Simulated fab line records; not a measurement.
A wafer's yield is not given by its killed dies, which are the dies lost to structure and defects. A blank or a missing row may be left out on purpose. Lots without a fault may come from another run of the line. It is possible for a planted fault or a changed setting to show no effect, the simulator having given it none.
fab line records	flow sky130
record: lots: 6	wafers: 18	lastDay: 49
route steps=708 shown METAL4@632 VIA4@639 PAD_OPEN@708
lots untouched by any fault: they come from a run of this same line in which no faults occurred
startH: hours from the record's opening day to when the first of the lot's shown wafers began	waitH: hours since the lot's step before	" the same as in the row above	L1.1+2: one row covering several wafers at once	- either no value or no given start	* or withheld: withheld	< > ~ a bound
route shown NAME@n: a module of which the file shows steps, and the number in the route of the first	usual: mean/standard deviation taken from wafers without a fault	same: alike in all rows	chamber/n: place in a boat	sites: readings site by site	_std_site: their standard deviation	_edge_site: mean of outer sites minus mean of inner sites	radiusMm: how far each site lies from the wafer's centre	mask NAME#n: copy n	behind: the last tool/chamber to shape the wafer	hold: why the lot went on hold/how many hours it stayed there/how the hold came to an end	device: the transistor (n, p or np) that didn't switch	end of line: tests of these same wafers at the route's end	where a step has no rows: the recipe by itself	killed: at the first sort, the dies lost to defects and structure; wafer yield is something else	map: dies across one wafer; x = killed, . = not, _ = none there
set.NAME: setting as actually run; set.NAME@STEP: the setting as run at that earlier step	model.NAME: the simulator's own value behind a step, which no gauge read
certain route steps with their lots: each step a table, each wafer a row
services: when a tool's chamber went out of use (startH, in hours from the record's first day, below 0 if earlier), for how many hours, and the reason
== steps ==
step: SKY_METAL4_ETCH_16
recipe: chemistry: N2/H2	target: BARC	ionEnergyEv: 200	biasW: 100	pressureMtorr: 30	n2FlowSccm: 100	h2FlowSccm: 200	icpW: 500	stopOn: SiO2	timeS: 88.2	targetDepthA: 600
usual: drypumpMotorCurrentA: 6.1/0.3	n2FlowSccm: 99.97/0.26	oesProductAu: 0.626/0.0044	throttleValvePct: 13.204/0.0089
lot.wafer	tool	chamber	startH	waitH	drypumpMotorCurrentA	n2FlowSccm	oesProductAu	rfHoursCounterH	throttleValvePct
L696.1	rieMetal-03	1	1030.77	0.0	6.2	100.00	0.625	21	13.208
L696.4	"	0	"	"	6.2	99.99	0.635	-	13.223
L696.6	"	0	"	"	6.1	100.15	0.624	-	13.200
L703.2	rieMetal-04	1	1061.87	0.0	6.5	99.70	0.625	20	13.197
L703.3	"	0	"	"	6.2	100.33	0.626	-	13.192
L703.5	"	1	"	"	6.5	100.56	0.628	-	13.208
L707.3	rieMetal-03	0	1086.06	0.0	6.1	99.70	0.627	-	13.210
L707.5	"	1	"	"	6.2	100.29	0.628	-	13.204
L707.6	"	0	"	"	6.1	99.74	0.621	-	13.202
L708.3	rieMetal-03	0	1091.64	0.0	6.1	100.04	0.629	-	13.210
L708.5	"	0	"	"	6.1	99.88	0.629	-	13.188
L708.6	"	1	"	"	6.2	99.93	0.628	-	13.207
L710.1	rieMetal-03	1	1099.15	0.0	6.2	99.93	0.623	26	13.208
L710.2	"	0	"	"	6.1	99.66	0.629	15	13.205
L710.6	"	1	"	"	6.2	99.92	0.624	-	13.207
L711.1	rieMetal-03	1	1103.13	0.0	6.2	100.01	0.628	26	13.204
L711.2	"	0	"	"	6.1	99.76	0.636	15	13.217
L711.6	"	1	"	"	6.2	100.16	0.631	-	13.208
step: SKY_METAL4_ETCH_17
recipe: target: SiO2	stopOn: TiN	chemistry: C4F8/O2/Ar	sourceW: 1500	biasW: 1200	pressureMtorr: 40	c4f8FlowSccm: withheld	O2_flow_sccm: 6	Ar_flow_sccm: 300	timeS: 3.9	targetDepthA: 150
usual: oesProductAu: 0.755/0.0076
lot.wafer	tool	chamber	startH	waitH	oesProductAu	rfHoursCounterH
L696.1	rieDiel-01	3	1030.87	0.1	0.746	16
L696.4	"	2	"	"	0.760	26
L696.6	"	0	"	"	0.743	-
L703.2	rieDiel-04	0	1061.97	0.1	0.758	23
L703.3	"	2	"	"	0.757	25
L703.5	"	2	"	"	0.760	-
L707.3	rieDiel-04	0	1086.13	0.0	0.745	23
L707.5	"	2	"	"	0.756	-
L707.6	"	1	"	"	0.763	-
L708.3	rieDiel-02	0	1091.70	0.0	0.759	13
L708.5	"	1	"	"	0.751	-
L708.6	"	0	"	"	0.764	-
L710.1	rieDiel-04	0	1099.25	0.1	0.762	24
L710.2	"	1	"	"	0.751	12
L710.6	"	0	"	"	0.768	-
L711.1	rieDiel-02	3	1103.23	0.1	0.770	14
L711.2	"	2	"	"	0.747	14
L711.6	"	1	"	"	0.769	-
step: SKY_METAL4_METAL_ETCH_18
recipe: targetDepthA: 8450	stopOn: SiO2	overEtchFrac: 0.3	timeS: 183.1	chemistry: Cl2/BCl3	resistSidewallDeg: 88	pressureMtorr: 10	icpW: 900	biasW: 48.5	Cl2_flow_sccm: 60	bcl3FlowSccm: 30
usual: bcl3FlowSccm: 30.00/0.089	drypumpMotorCurrentA: 6.17/0.24	oesProductAu: 0.865/0.0066	throttleValvePct: 22.265/0.0092
lot.wafer	tool	chamber	startH	waitH	bcl3FlowSccm	drypumpMotorCurrentA	oesProductAu	rfHoursCounterH	throttleValvePct
L696.1	rieMetal-04	0	1030.89	0.0	30.02	6.12	0.864	4	22.281
L696.4	"	0	"	"	30.11	6.10	0.861	-	22.269
L696.6	"	1	"	"	30.15	6.51	0.870	-	22.259
L703.2	rieMetal-03	1	1061.99	0.0	29.85	6.18	0.863	23	22.274
L703.3	"	0	"	"	30.00	6.09	0.867	-	22.271
L703.5	"	1	"	"	29.86	6.21	0.861	-	22.285
L707.3	rieMetal-03	0	1086.21	0.1	30.09	6.09	0.852	-	22.264
L707.5	"	0	"	"	29.94	6.11	0.857	-	22.269
L707.6	"	1	"	"	29.98	6.16	0.870	-	22.256
L708.3	rieMetal-02	0	1091.78	0.1	30.05	6.24	0.878	-	22.264
L708.5	"	0	"	"	30.11	6.23	0.877	-	22.253
L708.6	"	1	"	"	30.15	5.42	0.880	-	22.256
L710.1	rieMetal-02	1	1099.27	0.0	29.96	5.44	0.859	22	22.262
L710.2	"	0	"	"	29.99	6.24	0.855	23	22.261
L710.6	"	1	"	"	30.01	5.42	0.871	-	22.272
L711.1	rieMetal-04	1	1103.25	0.0	29.99	6.49	0.862	23	22.265
L711.2	"	0	"	"	30.00	6.09	0.862	9	22.265
L711.6	"	1	"	"	29.90	6.48	0.864	-	22.265
step: SKY_METAL4_STRIP_19
recipe: chemistry: O2/N2	powerW: 1400	pressureMtorr: 1500	platenTempC: withheld	o2FlowSccm: 3000	n2FlowSccm: 300	overashFraction: 0.5
usual: drypumpMotorCurrentA: 5.7/0.42	n2FlowSccm: 300.0/0.93	oesProductAu: 0.507/0.0046	stripTimeToEndpointS: 6.64/0.063
lot.wafer	tool	chamber	startH	waitH	drypumpMotorCurrentA	n2FlowSccm	oesProductAu	rfHoursCounterH	stripTimeToEndpointS
L696.1	plasmaAsher-02	0	1031.07	0.1	6.0	299.7	0.511	97	6.80
L696.4	"	0	"	"	6.0	300.8	0.513	-	6.73
L696.6	"	0	"	"	6.0	301.3	0.511	-	6.67
L703.2	plasmaAsher-03	1	1062.17	0.1	5.3	301.2	0.508	30	6.70
L703.3	"	1	"	"	5.3	300.7	0.512	-	6.68
L703.5	"	1	"	"	5.3	300.7	0.501	-	6.68
L707.3	plasmaAsher-01	0	1086.36	0.1	5.8	300.0	0.505	-	6.65
L707.5	"	0	"	"	5.8	299.6	0.501	-	6.66
L707.6	"	1	"	"	6.7	300.0	0.511	-	6.60
L708.3	plasmaAsher-03	0	1091.93	0.1	5.2	299.4	0.513	-	6.69
L708.5	"	1	"	"	5.3	301.7	0.507	-	6.70
L708.6	"	0	"	"	5.3	299.2	0.506	-	6.63
L710.1	plasmaAsher-03	1	1099.45	0.1	5.3	299.8	0.508	34	6.65
L710.2	"	0	"	"	5.3	300.3	0.513	34	6.79
L710.6	"	1	"	"	5.3	299.9	0.507	-	6.70
L711.1	plasmaAsher-01	0	1103.43	0.1	5.8	299.8	0.510	3	6.69
L711.2	"	1	"	"	6.7	300.4	0.507	3	6.71
L711.6	"	0	"	"	5.8	299.5	0.511	-	6.69
step: SKY_METAL4_STRIP_20
recipe: chemistry: postEtchResidueRemover	timeS: 1200	tempC: 72.5
step: SKY_METAL4_CLEAN_21
recipe: chemistry: IPA	timeS: 180	tempC: 25
step: SKY_METAL4_CLEAN_22
recipe: chemistry: O3/DIW	dry: n2Spin
step: SKY_VIA4_HDPCVD_00
recipe: material: SiO2	targetThkNm: 1750	sigmaOpenFrac: 0.3	timeS: 291.7	tempC: 400	sih4FlowSccm: 60	pressureMtorr: 6
step: SKY_VIA4_THK_MEAS_01
recipe: reads: SiO2_of_VIA4_HDPCVD_00
usual: VIA4_HDPCVD_THK: 1732/18
lot.wafer	tool	chamber	startH	waitH	VIA4_HDPCVD_THK[nm]
L696.1	filmMetro-03	-	1031.85	0.1	1738
L696.4	"	-	"	"	1713
L696.6	"	-	"	"	1725
L703.2	filmMetro-01	-	1063.98	0.1	1723
L703.3	"	-	"	"	1744
L703.5	"	-	"	"	1733
L707.3	filmMetro-01	-	1087.34	0.1	1726
L707.5	"	-	"	"	1714
L707.6	"	-	"	"	1720
L708.3	filmMetro-03	-	1092.69	0.1	1742
L708.5	"	-	"	"	1714
L708.6	"	-	"	"	1709
L710.1	filmMetro-03	-	1100.22	0.1	1716
L710.2	"	-	"	"	1724
L710.6	"	-	"	"	1728
L711.1	filmMetro-01	-	1104.20	0.1	1729
L711.2	"	-	"	"	1727
L711.6	"	-	"	"	1723
step: SKY_VIA4_CMP_02
recipe: material: SiO2	downForcePsi: 4	platenRpm: 60	padVelocityMS: 0.94248
usual: motorCurrentA: 12.1/0.91	retainingRingPressureFrac: 0.999/0.0045
lot.wafer	tool	chamber	startH	waitH	motorCurrentA	retainingRingPressureFrac
L696.4	cmp-01	1	1031.92	0.0	13.4	0.995
L696.1	"	0	"	"	10.9	0.995
L696.6	"	2	"	"	10.7	0.995
L703.3	cmp-02	0	1064.62	0.6	12.5	0.996
L703.2	"	2	"	"	12.2	0.996
L703.5	"	1	"	"	11.5	1.000
L707.3	cmp-01	3	1087.85	0.5	12.1	0.998
L707.6	"	1	"	"	13.3	0.987
L707.5	"	2	"	"	10.7	0.993
L708.3	cmp-02	0	1092.73	0.0	13.3	1.001
L708.6	"	0	"	"	11.7	1.002
L708.5	"	1	"	"	11.7	1.001
L710.2	cmp-01	3	1100.28	0.0	12.1	0.991
L710.1	"	2	"	"	11.4	0.995
L710.6	"	0	"	"	11.1	0.997
L711.1	cmp-01	2	1104.26	0.1	11.3	1.005
L711.2	"	1	"	"	13.6	0.998
L711.6	"	2	"	"	10.8	1.003
step: SKY_VIA4_BOW_MEAS_03
recipe: mode: bow
usual: VIA4_BOW: 80/9
lot.wafer	tool	chamber	startH	waitH	VIA4_BOW[um]
L696.1	filmMetro-04	-	1032.22	0.1	69
L696.4	"	-	"	"	72
L696.6	"	-	"	"	77
L703.2	filmMetro-04	-	1064.94	0.2	84
L703.3	"	-	"	"	88
L703.5	"	-	"	"	86
L707.3	filmMetro-03	-	1088.09	0.2	88
L707.5	"	-	"	"	83
L707.6	"	-	"	"	80
L708.3	filmMetro-03	-	1093.07	0.3	88
L708.5	"	-	"	"	85
L708.6	"	-	"	"	91
L710.1	filmMetro-01	-	1100.58	0.1	90
L710.2	"	-	"	"	76
L710.6	"	-	"	"	81
L711.1	filmMetro-04	-	1104.56	0.2	77
L711.2	"	-	"	"	81
L711.6	"	-	"	"	73
step: SKY_VIA4_DEHYDRATE_04
recipe: tempC: 200	timeS: 60
step: SKY_VIA4_HMDS_05
recipe: primeTimeS: 60	primeTempC: 120
usual: primeTempC: 120.03/0.13
same: primeTimeS: 60
lot.wafer	tool	chamber	startH	waitH	primeTempC
L696.1	lithoTrack-01	0	1042.05	0.1	120.19
L696.4	"	0	"	"	120.22
L696.6	"	0	"	"	120.00
L703.2	lithoTrack-02	0	1074.99	0.1	119.81
L703.3	"	0	"	"	119.99
L703.5	"	0	"	"	120.08
L707.3	lithoTrack-01	0	1098.15	0.1	122.31
L707.5	"	0	"	"	122.41
L707.6	"	0	"	"	122.16
L708.3	lithoTrack-01	0	1102.70	0.1	122.33
L708.5	"	0	"	"	122.35
L708.6	"	0	"	"	122.36
L710.1	lithoTrack-04	0	1110.34	0.1	119.87
L710.2	"	0	"	"	120.08
L710.6	"	0	"	"	119.85
L711.1	lithoTrack-02	0	1114.02	0.1	119.80
L711.2	"	0	"	"	119.89
L711.6	"	0	"	"	119.81
step: SKY_VIA4_COAT_06
recipe: resist: NOVOLAK	spinRpm: 3000	resistThkNm: 1140
step: SKY_PAD_OPEN_PROBE_99
usual: defectLimitedYield: 82.4/1.9	killed_at_M0_to_M3: 44/7.1	killed_at_M4_up: 3.5/2	killedAtContacts: 24/5.3	killedAtFrontEnd: 15/4.8	killedAtOther: 0.1/0.35	killedDies: 86/9.3	killedOpen: 47/7.8	killedShort: 39/5.9	sort_bin_3_pad_short: 0.8/0.42	sort_bin_5_function: 10.3/1.4	sort_bin_6_memory: 6.4/1.1	sortNPass: 406/9.3	sortYieldPct: 82.4/1.9
same: grossDies: 492	killedAtBackSide: 0	sort_bin_4_leakage[%]: 0	sort_bin_8_speed[%]: 0
lot.wafer	tool	chamber	startH	waitH	defectLimitedYield[%]	killed_at_M0_to_M3	killed_at_M4_up	killedAtContacts	killedAtFrontEnd	killedAtOther	killedDies	killedOpen	killedShort	sort_bin_3_pad_short[%]	sort_bin_5_function[%]	sort_bin_6_memory[%]	sortNPass	sortYieldPct[%]
L696.1	prober-02	-	1119.38	0.1	81.5	41	5	24	21	0	91	39	52	0.8	11.8	5.9	401	81.5
L696.4	prober-02	-	1119.53	0.2	81.1	50	4	25	14	0	93	46	47	1.0	11.0	6.9	399	81.1
L696.6	prober-02	-	1119.63	0.2	83.9	41	3	21	13	1	79	43	36	0.8	8.7	6.5	413	83.9
L703.2	prober-02	-	1150.14	0.1	79.9	56	3	18	21	1	99	52	47	1.0	10.0	9.1	393	79.9
L707.3	prober-02	-	1169.81	0.2	84.6	35	5	23	12	1	76	44	32	0.8	9.8	4.9	416	84.6
L707.5	prober-02	-	1169.91	0.2	86.6	32	5	14	14	1	66	33	33	0.4	8.3	4.7	426	86.6
L707.6	prober-02	-	1169.96	0.2	83.7	36	2	28	14	0	80	47	33	0.4	10.0	5.9	412	83.7
L708.3	prober-01	-	1174.53	0.2	80.3	47	6	27	17	0	97	65	32	0.6	12.0	7.1	395	80.3
L708.5	prober-01	-	1174.63	0.2	81.5	52	1	21	16	1	91	60	31	0.2	12.4	5.9	401	81.5
L708.6	prober-01	-	1174.68	0.2	82.7	41	5	30	9	0	85	47	38	2.0	9.6	5.7	407	82.7
L710.1	prober-01	-	1179.76	0.1	77.6	62	3	26	19	0	110	67	43	1.6	12.0	8.7	382	77.6
L710.2	prober-01	-	1179.81	0.1	84.1	43	0	22	13	0	78	43	35	1.0	9.1	5.7	414	84.1
L710.6	prober-01	-	1180.01	0.2	80.3	51	3	33	10	0	97	52	45	0.6	12.0	7.1	395	80.3
L711.1	prober-02	-	1182.67	0.1	79.1	55	7	25	16	0	103	60	43	1.0	12.0	7.9	389	79.1
L711.2	prober-02	-	1182.72	0.1	81.7	44	5	25	16	0	90	41	49	1.0	9.3	7.9	402	81.7
L711.6	prober-02	-	1182.92	0.2	84.8	32	7	12	24	0	75	33	42	0.8	8.3	6.1	417	84.8
killed by level:class
L696.1 LI_CONTACT:geometricParticle:open=8 METAL2:geometricParticle:short=8 POLY_GATE:geometricParticle:short=7 VIA1:geometricParticle:open=6 VIA2:geometricParticle:open=6 LI_CONTACT:geometricParticle:short=5 VIA1:geometricParticle:short=5 FIELD_ISO:geometricParticle:short=4
L696.4 VIA1:geometricParticle:open=13 VIA2:geometricParticle:open=9 LI_CONTACT:geometricParticle:open=7 VIA2:geometricParticle:short=6 CONTACT:geometricParticle:open=6 METAL1:geometricParticle:short=6 CONTACT:geometricParticle:short=5 FIELD_ISO:geometricParticle:short=4
L696.6 CONTACT:geometricParticle:short=8 VIA1:geometricParticle:open=7 METAL2:geometricParticle:short=7 VIA2:geometricParticle:open=7 VIA3:geometricParticle:open=7 POLY_GATE:geometricParticle:short=4 LI_CONTACT:geometricParticle:open=4 CONTACT:geometricParticle:open=4
L703.2 VIA1:geometricParticle:open=11 CONTACT:geometricParticle:open=10 METAL2:geometricParticle:short=7 METAL1:geometricParticle:short=6 VIA1:geometricParticle:short=6 VIA3:geometricParticle:open=6 FIELD_ISO:geometricParticle:short=5 METAL3:geometricParticle:short=5
L707.3 LI_CONTACT:geometricParticle:open=11 VIA2:geometricParticle:open=6 FIELD_ISO:geometricParticle:open=5 VIA3:geometricParticle:open=5 CONTACT:geometricParticle:short=5 VIA1:geometricParticle:open=5 METAL2:geometricParticle:short=4 VIA3:geometricParticle:short=4
L707.5 CONTACT:geometricParticle:open=8 VIA1:geometricParticle:open=7 VIA2:geometricParticle:open=6 FIELD_ISO:geometricParticle:short=5 VIA2:geometricParticle:short=4 METAL4:geometricParticle:short=4 SPACER:geometricParticle:open=3 VIA3:geometricParticle:open=3
L707.6 LI_CONTACT:geometricParticle:open=9 VIA1:geometricParticle:open=9 CONTACT:geometricParticle:open=8 CONTACT:geometricParticle:short=6 METAL2:geometricParticle:short=6 VIA2:geometricParticle:open=5 FIELD_ISO:geometricParticle:short=4 FIELD_ISO:geometricParticle:open=4
L708.3 VIA3:geometricParticle:open=13 VIA2:geometricParticle:open=11 LI_CONTACT:geometricParticle:open=11 VIA1:geometricParticle:open=10 CONTACT:geometricParticle:open=7 POLY_GATE:geometricParticle:open=4 LI_CONTACT:geometricParticle:short=4 METAL4:geometricParticle:short=4
L708.5 VIA1:geometricParticle:open=12 VIA3:geometricParticle:open=10 CONTACT:geometricParticle:open=9 VIA2:geometricParticle:open=8 POLY_GATE:geometricParticle:open=6 METAL2:geometricParticle:short=6 LI_CONTACT:geometricParticle:open=5 VIA3:geometricParticle:short=4
L708.6 VIA2:geometricParticle:open=9 CONTACT:geometricParticle:open=9 LI_CONTACT:geometricParticle:open=8 VIA1:geometricParticle:open=7 LOCAL_INTERCONNECT:geometricParticle:short=5 CONTACT:geometricParticle:short=5 VIA3:geometricParticle:open=5 VIA1:geometricParticle:short=4
L710.1 VIA1:geometricParticle:open=15 CONTACT:geometricParticle:open=12 VIA2:geometricParticle:open=11 VIA3:geometricParticle:open=8 VIA1:geometricParticle:short=7 LOCAL_INTERCONNECT:geometricParticle:short=6 LI_CONTACT:geometricParticle:open=5 METAL2:geometricParticle:short=5
L710.2 VIA1:geometricParticle:open=13 CONTACT:geometricParticle:open=11 METAL2:geometricParticle:short=7 FIELD_ISO:geometricParticle:short=5 VIA2:geometricParticle:open=4 FIELD_ISO:geometricParticle:open=3 LOCAL_INTERCONNECT:geometricParticle:short=3 CONTACT:geometricParticle:short=3
L710.6 VIA1:geometricParticle:open=11 CONTACT:geometricParticle:short=10 CONTACT:geometricParticle:open=8 LI_CONTACT:geometricParticle:open=7 VIA1:geometricParticle:short=7 VIA2:geometricParticle:open=7 METAL2:geometricParticle:short=6 POLY_GATE:geometricParticle:open=5
L711.1 VIA1:geometricParticle:open=14 CONTACT:geometricParticle:open=12 METAL1:geometricParticle:short=6 VIA2:geometricParticle:open=6 VIA3:geometricParticle:open=6 LI_CONTACT:geometricParticle:open=5 VIA1:geometricParticle:short=5 METAL3:geometricParticle:short=5
L711.2 METAL2:geometricParticle:short=10 LI_CONTACT:geometricParticle:open=9 METAL1:geometricParticle:short=6 CONTACT:geometricParticle:open=6 VIA1:geometricParticle:open=6 LOCAL_INTERCONNECT:geometricParticle:short=5 VIA2:geometricParticle:short=5 VIA3:geometricParticle:open=5
L711.6 FIELD_ISO:geometricParticle:open=8 VIA1:geometricParticle:open=7 FIELD_ISO:geometricParticle:short=6 METAL4:geometricParticle:short=6 METAL1:geometricParticle:short=5 METAL2:geometricParticle:short=5 POLY_GATE:geometricParticle:open=4 LI_CONTACT:geometricParticle:open=3
== services ==
tool	chamber	startH	hours	kind
cmp-02	-	1014.86	12.2	pm
plasmaAsher-01	-	1015.16	38.0	repair
plasmaAsher-03	-	1015.18	28.1	pm
rieMetal-04	1	1017.43	2.9	repair
rieDiel-01	2	1019.84	11.0	repair
rieDiel-02	0	1021.29	15.8	repair
rieDiel-01	-	1027.57	0.4	repair
rieMetal-02	-	1030.54	4.2	repair
rieMetal-02	1	1034.24	5.7	repair
rieDiel-02	2	1036.29	4.0	repair
cmp-02	-	1041.26	3.0	pm
plasmaAsher-03	-	1043.28	2.8	pm
plasmaAsher-01	-	1055.25	9.0	pm
rieDiel-02	-	1063.59	4.3	pm
cmp-01	-	1064.36	6.5	pm
rieMetal-02	-	1065.79	1.4	pm
rieMetal-03	-	1084.02	1.5	repair
cmp-02	-	1084.11	4.0	pm
rieDiel-02	-	1091.86	0.4	repair
rieDiel-02	-	1094.31	2.8	pm
rieDiel-01	1	1098.98	2.5	repair
rieMetal-03	1	1099.45	3.2	repair
cmp-01	-	1110.26	4.0	repair
cmp-01	-	1110.84	1.2	repair
== key ==
firstSign: step: SKY_VIA4_HMDS_05	reading: primeTempC	direction: up	sigmas: 18	usual: *	struck: *
effect none on later readings
metAt SKY_VIA4_HMDS_05
struckWafers L707.3,L707.5,L707.6,L708.3,L708.5,L708.6
onsetBetween 1042.05 1098.15
fault: kind: processParameterDrift	tool: lithoTrack-01	chamber: -	onsetH: 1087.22	steps: SKY_VIA4_HMDS_05	channel: primeTempC	offset: *	shape: step	endH: 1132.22	actsIn: *	stated: *
